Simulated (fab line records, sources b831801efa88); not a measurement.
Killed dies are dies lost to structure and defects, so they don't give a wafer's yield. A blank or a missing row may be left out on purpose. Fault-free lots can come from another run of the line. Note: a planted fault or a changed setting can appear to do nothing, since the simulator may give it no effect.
8D (eight disciplines) problem report, filled in by code | flow sky130 | the parts of the form that need people (team, actions taken, sign-off) are left out

== 1. THE PROBLEM ==
Mean of beamEnergyKeV at SKY_LDD_HVP_IMPLANT_08: 16.796 across 6 wafers in 2 lots; on wafers with no fault it is 20.000 (standard deviation 0.0054). That is -99 or more standard deviations from the usual mean.
First observed at day 23 07:08: wafer L814.2, on implanter-02. Wafers with a number at this step in the record: 18, from 6 lots. Rule for "out" (also "out of limits"): further than 4 standard deviations from the usual mean. The rest of the wafers with a number are treated as sound.

== 2. WHAT IT IS, WHAT IT ISN'T ==
question                    | is                     | is not
which readings at this step | beamEnergyKeV          | endStationPressureTorr
which lots                  | L814, L815             | L810, L823, L830, L831
which wafers of those lots  | all that have a number | -
read on which tools         | implanter-02           | implanter-01, implanter-03
when                        | from day 23 07:08      | up to then (3 sound wafers); but 9 sound wafers of L823, L830, L831 came after

== 3. SUSPECTS, AND WHAT RULES EACH OUT ==
Counting: any tool at a process step up to the reading is kept as a suspect provided that every lot that is out went through it and no sound lot did after the first of them.
- implanter-02 at SKY_LDD_HVP_IMPLANT_08: kept. It ran every lot that is out, first L814 (day 23 07:08), and no sound lot after that; its last sound lot up to then is L810 (day 21 21:23). Its own readings are out on those wafers: beamEnergyKeV.
Remaining after the count: implanter-02 at SKY_LDD_HVP_IMPLANT_08.

== 4. THE CAUSE (what the simulator had put in) ==
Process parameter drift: implanter-02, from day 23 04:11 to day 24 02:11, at SKY_LDD_HVP_IMPLANT_08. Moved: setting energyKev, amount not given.
Counting left only this tool.

== 5. THE EFFECT CHAIN, in route order ==
One row per reading whose mean, taken over the struck wafers that have a number, lies over 3 standard deviations from the usual. Only readings for which the record gives a usual standard deviation are gone through. hours: the time from each lot's start at the first step in this table that gives one to its start at this step, as a median over the lots. sigmas: the change in usual standard deviations.
hours | step                   | reading       | usual  | on struck wafers | change | sigmas
0     | SKY_LDD_HVP_IMPLANT_08 | beamEnergyKeV | 20.000 | 16.796           | -3.204 | -99 or more
The process steps in it:
- SKY_LDD_HVP_IMPLANT_08

== 6. WHAT WOULD HAVE CAUGHT IT SOONER ==
In this record no reading fell out of limits until day 23 07:08, 3 hours after the fault had begun at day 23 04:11.
